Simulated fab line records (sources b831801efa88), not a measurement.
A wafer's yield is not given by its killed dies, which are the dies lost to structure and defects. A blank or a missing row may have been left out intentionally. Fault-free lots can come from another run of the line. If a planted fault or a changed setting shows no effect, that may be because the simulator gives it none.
Shared-tool check | flow gf180mcu | 13 lots, 39 wafers sampled

## WHAT PROMPTED THE OPENING
GF_V3_THK_MEAS_01, reading V3_CVD_00_THK: flagged on 3 of 13 lots. Wafers without a fault read 599 nm, standard deviation 7.2.
Rule: a lot is flagged when every wafer of it that has a number lies more than 4 standard deviations from that mean, or none has a number. All remaining lots are regarded as sound.

lot  | measured     | on            | V3_CVD_00_THK (nm), wafer by wafer | flag
L391 | day 21 19:40 | film metro-03 | 595 592 590                        |
L393 | day 22 18:34 | film metro-02 | 594 591 591                        |
L395 | day 23 13:26 | film metro-01 | 592 594 597                        |
L396 | day 23 19:45 | film metro-01 | 608 598 602                        |
L398 | day 24 07:22 | film metro-01 | 594 594 593                        |
L399 | day 24 22:28 | film metro-03 | 597 590 584                        |
L402 | day 25 20:18 | film metro-01 | 291 297 293                        | FLAGGED
L404 | day 26 10:58 | film metro-03 | 294 292 293                        | FLAGGED
L405 | day 26 20:26 | film metro-02 | 307 300 301                        | FLAGGED
L407 | day 27 11:44 | film metro-03 | 604 605 609                        |
L410 | day 28 10:21 | film metro-02 | 604 609 605                        |
L412 | day 29 01:57 | film metro-02 | 608 598 601                        |
L413 | day 29 09:34 | film metro-02 | 601 603 603                        |
The numbers of the flagged lots are 296 nm on average: -303 nm against the usual, or -42 standard deviations.

## TOOL THAT RAN EACH LOT
Before the reading, the record contains 2 process steps out of a 602-step route. In each cell: the tool, then ch and the chambers that the sampled wafers went through, then the start.
lot  | flag    | GF_M3_STRIP_17                       | GF_V3_CVD_00
L391 |         | plasma asher-02 ch 0,1, day 21 19:04 | hdpcvd-02 ch 0,1,2, day 21 19:34
L393 |         | plasma asher-02 ch 0,1, day 22 17:58 | hdpcvd-02 ch 0,1,2, day 22 18:30
L395 |         | plasma asher-02 ch 1, day 23 12:47   | hdpcvd-02 ch 0,2, day 23 13:20
L396 |         | plasma asher-02 ch 0,1, day 23 19:08 | hdpcvd-02 ch 0,1, day 23 19:40
L398 |         | plasma asher-02 ch 0,1, day 24 06:46 | hdpcvd-02 ch 0,1, day 24 07:16
L399 |         | plasma asher-02 ch 0,1, day 24 21:51 | hdpcvd-02 ch 0,1,2, day 24 22:23
L402 | FLAGGED | plasma asher-03 ch 0,1, day 25 19:41 | hdpcvd-02 ch 1,2, day 25 20:13
L404 | FLAGGED | plasma asher-01 ch 0,1, day 26 10:20 | hdpcvd-02 ch 0,1,2, day 26 10:53
L405 | FLAGGED | plasma asher-02 ch 0,1, day 26 18:41 | hdpcvd-02 ch 0,1,2, day 26 20:22
L407 |         | plasma asher-01 ch 0,1, day 27 11:05 | hdpcvd-01 ch 0,2, day 27 11:39
L410 |         | plasma asher-03 ch 0,1, day 28 09:44 | hdpcvd-01 ch 0,1, day 28 10:17
L412 |         | plasma asher-01 ch 0,1, day 29 01:17 | hdpcvd-01 ch 1,2, day 29 01:52
L413 |         | plasma asher-03 ch 0,1, day 29 08:56 | hdpcvd-01 ch 0,2, day 29 09:29
What is done by these steps:
- GF_M3_STRIP_17: strips in O2/N2.
- GF_V3_CVD_00: deposits SiO2, target thk 600 nm, time 100 s.
- GF_V3_THK_MEAS_01

## FLAGGED AGAINST TOTAL, ONE TOOL AT A TIME (gauges that did the reading follow at the end)
step              | tool            | lots run | flagged | share of the flagged lots | sound lots run after its first flagged lot
GF_M3_STRIP_17    | plasma asher-01 | 3        | 1       | some                      | 2 (L407,L412)
GF_M3_STRIP_17    | plasma asher-02 | 7        | 1       | some                      | 0
GF_M3_STRIP_17    | plasma asher-03 | 3        | 1       | some                      | 2 (L410,L413)
GF_V3_CVD_00      | hdpcvd-01       | 4        | 0       | none                      | -
GF_V3_CVD_00      | hdpcvd-02       | 9        | 3       | all                       | 0
GF_V3_THK_MEAS_01 | film metro-01   | 4        | 1       | some                      | 0
GF_V3_THK_MEAS_01 | film metro-02   | 5        | 1       | some                      | 3 (L410,L412,L413)
GF_V3_THK_MEAS_01 | film metro-03   | 4        | 1       | some                      | 1 (L407)

## WHAT IS ALLOWED BY THE TABLE
1 row of the table ran every flagged lot: hdpcvd-02 at GF_V3_CVD_00.
- hdpcvd-02 at GF_V3_CVD_00 ran 9 lots, 3 of them flagged. Its last sound lot is L399 (day 24 22:23), its first flagged lot L402 (day 25 20:13): a fault that began between those two fits. Its own readings lie more than 4 standard deviations out on every wafer of the flagged lots: sih4 flow sccm.
What remains is a single tool, hdpcvd-02 at GF_V3_CVD_00.

## WHAT THE SIMULATOR HAD PUT IN
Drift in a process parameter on hdpcvd-02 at GF_V3_CVD_00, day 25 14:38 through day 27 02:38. A move of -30 in setting sih4 flow sccm, from 60. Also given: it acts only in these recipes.
Shown lots that were struck: L402, L404, L405. The same result came from the rule above.
